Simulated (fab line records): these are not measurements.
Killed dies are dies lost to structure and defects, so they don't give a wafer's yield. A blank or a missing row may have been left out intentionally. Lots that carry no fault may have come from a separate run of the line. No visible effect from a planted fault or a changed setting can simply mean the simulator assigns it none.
Which tool is to blame? :: flow gf180mcu :: 12 lots with 36 wafers sampled at 4 steps, on a route of 602 steps

## WHAT THE GAUGES SHOWED, per wafer
GF_NWELL_TW_MEAS_11.
lot: L884
measured: day 3 10:18
on: film metro-02
NWELL_TW: 1566 1568 1570

lot: L886
measured: day 3 18:14
on: film metro-03
NWELL_TW: 1555 1553 1548

lot: L888
measured: day 4 04:54
on: film metro-03
NWELL_TW: 1563 1562 1551

lot: L894
measured: day 5 15:15
on: film metro-03
NWELL_TW: 1594 1597 1593 1589 1597 1584

lot: L896
measured: day 6 04:44
on: film metro-03
NWELL_TW: 1581 1592 1584

lot: L897
measured: day 6 11:37
on: film metro-02
NWELL_TW: 1592 1590 1598 1592 1591 1591

lot: L898
measured: day 6 17:11
on: film metro-03
NWELL_TW: 1562 1555 1562

lot: L899
measured: day 6 19:58
on: film metro-03
NWELL_TW: 1561 1567 1562

lot: L900
measured: day 7 02:28
on: film metro-01
NWELL_TW: 1572 1572 1579

lot: L901
measured: day 7 13:33
on: film metro-02
NWELL_TW: 1573 1575 1569

lot: L904
measured: day 8 02:47
on: film metro-02
NWELL_TW: 1573 1577 1572

lot: L906
measured: day 8 13:04
on: film metro-01
NWELL_TW: 1589 1582 1579

GF_VT_IMPLANT_RS_MEAS_47: the measuring method here is four-point-probe.
lot: L884
measured: day 7 15:39
on: film metro-02
NWELL_RS (ohm/sq): 486.6 485.4 485.5

lot: L886
measured: day 8 02:26
on: film metro-03
NWELL_RS (ohm/sq): 489.8 487.3 487.9

lot: L888
measured: day 8 17:23
on: film metro-03
NWELL_RS (ohm/sq): 489.1 487.7 488.8

lot: L894
measured: day 10 10:09
on: film metro-01
NWELL_RS (ohm/sq): 464.5 464.9 466.5 464.7 464.9 465.5

lot: L896
measured: day 11 02:43
on: film metro-03
NWELL_RS (ohm/sq): 463.8 464.9 463.5 463.9 465.6 463.9

lot: L897
measured: day 11 09:44
on: film metro-03
NWELL_RS (ohm/sq): 465.5 465.5 466.1 465.2 465.6 465.4

lot: L898
measured: day 11 19:49
on: film metro-01
NWELL_RS (ohm/sq): 487.9 488.2 487.5

lot: L899
measured: day 11 22:15
on: film metro-03
NWELL_RS (ohm/sq): 486.3 487.8 486.3

lot: L900
measured: day 12 05:16
on: film metro-01
NWELL_RS (ohm/sq): 491.1 489.2 489.7

lot: L901
measured: day 12 20:19
on: film metro-02
NWELL_RS (ohm/sq): 487.5 487.0 487.4

lot: L904
measured: day 13 10:38
on: film metro-01
NWELL_RS (ohm/sq): 489.4 487.7 487.7

lot: L906
measured: day 14 00:06
on: film metro-02
NWELL_RS (ohm/sq): 486.2 486.9 487.6

GF_V1_THK_MEAS_25: measures by xrf.
lot: L884
measured: day 18 07:25
on: film metro-03
V1_W_THK (nm): 351 354 343

lot: L886
measured: day 19 05:56
on: film metro-03
V1_W_THK (nm): 344 347 346

lot: L888
measured: day 20 00:22
on: film metro-03
V1_W_THK (nm): 349 354 352

lot: L894
measured: day 22 09:20
on: film metro-04
V1_W_THK (nm): 351 350 354

lot: L896
measured: day 23 09:40
on: film metro-03
V1_W_THK (nm): 346 347 342

lot: L897
measured: day 23 18:11
on: film metro-02
V1_W_THK (nm): 341 350 349

lot: L898
measured: day 24 06:30
on: film metro-04
V1_W_THK (nm): 346 349 358

lot: L899
measured: day 24 04:40
on: film metro-02
V1_W_THK (nm): 349 348 347

lot: L900
measured: day 24 09:30
on: film metro-03
V1_W_THK (nm): 346 350 352

lot: L901
measured: day 25 02:46
on: film metro-02
V1_W_THK (nm): 349 346 347

lot: L904
measured: day 25 14:48
on: film metro-04
V1_W_THK (nm): 355 354 349

lot: L906
measured: day 26 07:34
on: film metro-04
V1_W_THK (nm): 362 356 361

## TOOL THAT RAN EACH LOT (tool first, then ch and the chambers of the sampled wafers, then the start)
lot: L884
GF_NWELL_IMPLANT_09: implanter-03 ch 0, day 3 10:04

lot: L886
GF_NWELL_IMPLANT_09: implanter-03 ch 0, day 3 18:01

lot: L888
GF_NWELL_IMPLANT_09: implanter-04 ch 0, day 4 04:40

lot: L894
GF_NWELL_IMPLANT_09: implanter-04 ch 0, day 5 15:02

lot: L896
GF_NWELL_IMPLANT_09: implanter-04 ch 0, day 6 04:29

lot: L897
GF_NWELL_IMPLANT_09: implanter-04 ch 0, day 6 11:23

lot: L898
GF_NWELL_IMPLANT_09: implanter-03 ch 0, day 6 16:58

lot: L899
GF_NWELL_IMPLANT_09: implanter-03 ch 0, day 6 19:44

lot: L900
GF_NWELL_IMPLANT_09: implanter-03 ch 0, day 7 02:14

lot: L901
GF_NWELL_IMPLANT_09: implanter-02 ch 0, day 7 13:18

lot: L904
GF_NWELL_IMPLANT_09: implanter-02 ch 0, day 8 02:32

lot: L906
GF_NWELL_IMPLANT_09: implanter-03 ch 0, day 8 12:50
- GF_NWELL_IMPLANT_09

## AS READ BY THE TOOLS THEMSELVES (means over the sampled wafers that have a number; for cases with no such wafer, the mark the record gives instead)
GF_NWELL_IMPLANT_09.
lot: L884
tool: implanter-03
dose ions cm2: 4.000e+12
faraday current uA: 22.5

lot: L886
tool: implanter-03
dose ions cm2: 4.000e+12
faraday current uA: 23.2

lot: L888
tool: implanter-04
dose ions cm2: 4.002e+12
faraday current uA: 22.8

lot: L894
tool: implanter-04
dose ions cm2: 5.381e+12
faraday current uA: 30.3

lot: L896
tool: implanter-04
dose ions cm2: 5.376e+12
faraday current uA: 30.1

lot: L897
tool: implanter-04
dose ions cm2: 5.383e+12
faraday current uA: 30.4

lot: L898
tool: implanter-03
dose ions cm2: 4.001e+12
faraday current uA: 22.6

lot: L899
tool: implanter-03
dose ions cm2: 4.000e+12
faraday current uA: 22.6

lot: L900
tool: implanter-03
dose ions cm2: 4.004e+12
faraday current uA: 22.4

lot: L901
tool: implanter-02
dose ions cm2: 3.996e+12
faraday current uA: 22.6

lot: L904
tool: implanter-02
dose ions cm2: 4.006e+12
faraday current uA: 22.3

lot: L906
tool: implanter-03
dose ions cm2: 4.000e+12
faraday current uA: 22.6

## THE ANSWER, worked out from the rows above alone
Rule: usual is defined by the lots themselves. The widest of any qualifying gaps counts: lots, ordered by their means at a reading, are off when they make up no more than a third of the lots, leave a main group of 4 or more, and stand apart from it by 3 or more times the standard deviation of that group's means. Not used: any main group whose means are identical at the precision the tables above print for the reading. A lot without any number at a reading at which 4 lots or more have one is off too. Any other lot the step has rows for is counted as sound. Order of review: gauges by route order, followed by the tools' own readings, for which a lot's mean as printed above is used. At the first step where some lot is off, the reading lying furthest off is the one used; lots without a number count as furthest.
Off: L894, L896, L897, at GF_VT_IMPLANT_RS_MEAS_47 (NWELL_RS). The main group has a mean of 487.8 ohm/sq with a standard deviation of 1.1.
If a tool, at a process step before that reading, ran all the lots that are off and no sound lot after the first of them, it fits. Not tried: the gauges at GF_VT_IMPLANT_RS_MEAS_47; whatever is off there is also off at GF_NWELL_IMPLANT_09, on other tools, and gauge error can't account for it. One candidate fits, namely implanter-04 at GF_NWELL_IMPLANT_09. Its last sound lot is L888 (day 4 04:40), its first lot that is off L894 (day 5 15:02): a fault that began between those two fits.
The tool's own readings at GF_NWELL_IMPLANT_09 bear it out: on the lots that are off they differ by more than 5 times the standard deviation of the sound lots' means. dose ions cm2 reads 5.380e+12 there against 4.001e+12 on the sound lots; faraday current uA reads 30.3 there against 22.6 on the sound lots.

## WHAT HAD BEEN PUT IN BY THE SIMULATOR
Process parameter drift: implanter-04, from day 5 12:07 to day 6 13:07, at GF_NWELL_IMPLANT_09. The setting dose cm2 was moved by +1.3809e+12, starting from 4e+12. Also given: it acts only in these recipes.
Shown lots that were struck: L894, L896, L897. Same finding as the rule above.
